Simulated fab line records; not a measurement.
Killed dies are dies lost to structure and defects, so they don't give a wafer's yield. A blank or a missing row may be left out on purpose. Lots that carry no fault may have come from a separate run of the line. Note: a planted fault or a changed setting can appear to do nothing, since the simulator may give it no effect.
What tool caused it?	flow sky130	6 lots with 18 wafers sampled at 3 steps, on a route of 708 steps

## WHAT THE GAUGES READ, wafer by wafer
SKY_LOCAL_INTERCONNECT_THK_MEAS_02: measures by xrf.
lot	measured	on	LOCAL_INTERCONNECT_TIN_THK (nm)
L259	day 29 09:08	film-metro-03	102.1 100.5 102.9
L261	day 31 00:22	film-metro-03	101.2 100.5 101.0
L264	day 33 17:25	film-metro-04	97.4 99.2 99.9
L267	day 33 14:46	film-metro-04	99.2 100.8 99.5
L274	day 34 12:26	film-metro-03	99.8 101.7 101.3
L278	day 35 14:50	film-metro-03	100.3 102.0 102.1

## EACH LOT AND THE TOOL THAT RAN IT (in order: tool; ch and the chambers of the sampled wafers; start)
lot	SKY_NWELL_IMPLANT_13	SKY_NWELL_STRIP_25
L259	implanter-01 ch 0, day 5 02:28	plasma-asher-04 ch 0,1, day 5 20:17
L261	implanter-01 ch 0, day 6 00:46	plasma-asher-04 ch 0,1, day 6 19:47
L264	implanter-02 ch 0, day 6 07:34	plasma-asher-01 ch 0,1, day 7 02:02
L267	implanter-04 ch 0, day 7 00:27	plasma-asher-04 ch 0,1, day 7 20:13
L274	implanter-04 ch 0, day 8 19:12	plasma-asher-03 ch 0,1, day 9 16:56
L278	implanter-01 ch 0, day 9 14:40	plasma-asher-01 ch 0, day 10 11:57
- SKY_NWELL_IMPLANT_13
- SKY_NWELL_STRIP_25: strips in O2/N2.

## THE ANSWER, worked out from the rows above alone
Rule: the usual values come from the lots themselves. Put in order of their means at a reading, lots are off if they are a third of the lots or fewer, leave a main group of 4 or more, and stand apart from it by a gap of 3 or more times the standard deviation of the main group's means; of several such gaps the widest counts. A main group is skipped when, at the precision printed for the reading in the tables above, its means are all equal. A lot without any number at a reading at which 4 lots or more have one is off too. Any other lot the step has rows for is counted as sound.
No lot is off at any reading shown: from this, nothing can be told.

## WHAT THE SIMULATOR PUT IN
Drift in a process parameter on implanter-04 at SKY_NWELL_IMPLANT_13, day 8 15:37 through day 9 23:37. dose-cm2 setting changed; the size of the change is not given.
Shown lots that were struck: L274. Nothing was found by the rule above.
